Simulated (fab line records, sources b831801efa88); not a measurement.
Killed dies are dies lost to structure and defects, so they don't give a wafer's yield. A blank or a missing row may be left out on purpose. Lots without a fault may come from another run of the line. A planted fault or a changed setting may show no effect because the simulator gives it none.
Problem report in the 8D (eight disciplines) form, filled by code | flow gf180mcu | the parts of the form that need people (team, actions taken, sign-off) are left out

1. THE PROBLEM
VT_IMPLANT_2_TW at GF_VT_IMPLANT_TW_MEAS_21 reads a mean of 1249 on 9 wafers of 3 lots; wafers without a fault read 1213 with a standard deviation of 7.2. That is +5.0 standard deviations from the usual mean.
First seen on wafer L221.3, day 10 08:25, on film_metro-03. The record holds 42 wafers of 14 lots with a number at this step. Rule for "out", or "out of limits": more than 4 standard deviations from the usual mean. The other wafers with a number count as sound.

2. WHAT IT IS AND WHAT IT IS NOT
question                    | is                     | is not
which readings at this step | VT_IMPLANT_2_TW        | -
which lots                  | L221, L224, L225       | L207, L208, L209, L211, L214, L215, L218, L226, L227, L228, L229
which wafers of those lots  | all that have a number | -
read on which gauges        | film_metro-03          | film_metro-01, film_metro-04
when                        | from day 10 08:25      | up to then (21 sound wafers); but 12 sound wafers of L226, L227, L228, L229 came after

3. SUSPECTS, AND WHAT RULES EACH OUT
Counting: a tool at a process step up to the reading stays a suspect if it ran every lot that is out and no sound lot after the first of them.
- the gauge at GF_VT_IMPLANT_TW_MEAS_21: ruled out. All the wafers that are out were read on film_metro-03, but those of them that GF_VT_IMPLANT_IMPLANT_19 has rows for are out there too, on other tools.
- implanter-04 at GF_VT_IMPLANT_IMPLANT_19: kept. It ran every lot that is out, first L221 (day 10 08:11), and no sound lot after that; its last sound lot up to then is L218 (day 9 11:29). Its own readings are out on those wafers: beam_energy_keV.
Left after counting: implanter-04 at GF_VT_IMPLANT_IMPLANT_19.

4. THE CAUSE (what the simulator had put in)
Process parameter drift: implanter-04, from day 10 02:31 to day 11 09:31, at GF_VT_IMPLANT_IMPLANT_19. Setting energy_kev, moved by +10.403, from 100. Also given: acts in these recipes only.
Counting left only this tool.

5. THE CHAIN OF EFFECTS, in route order
Each row: a reading whose mean over the struck wafers that have a number lies more than 3 standard deviations from the usual. Only readings for which the record gives a usual standard deviation are gone through. hours: the time from each lot's start at the first step in this table that gives one to its start at this step, as a median over the lots. sigmas: the change in usual standard deviations.
hours | step                     | reading         | usual  | on struck wafers | change | sigmas
0     | GF_VT_IMPLANT_IMPLANT_19 | beam_energy_keV | 100.00 | 110.41           | +10.41 | +99 or more
0     | GF_VT_IMPLANT_TW_MEAS_21 | VT_IMPLANT_2_TW | 1213   | 1249             | +36    | +5.0
The process steps in it:
- GF_VT_IMPLANT_IMPLANT_19

6. WHAT WOULD HAVE CAUGHT IT SOONER
In this record the first reading out of limits at a measuring or inspecting step was taken at day 10 08:25, 6 hours after the fault began at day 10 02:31.
The tool's own readings at GF_VT_IMPLANT_IMPLANT_19 were out on every struck wafer that the step has a row for (beam_energy_keV): an alarm limit on them would have fired on the first of those.
Of the lots that are out (3), L224, L225 began GF_VT_IMPLANT_IMPLANT_19 on implanter-04 after day 10 08:25. A hold on the tool at that time would have spared those 2.
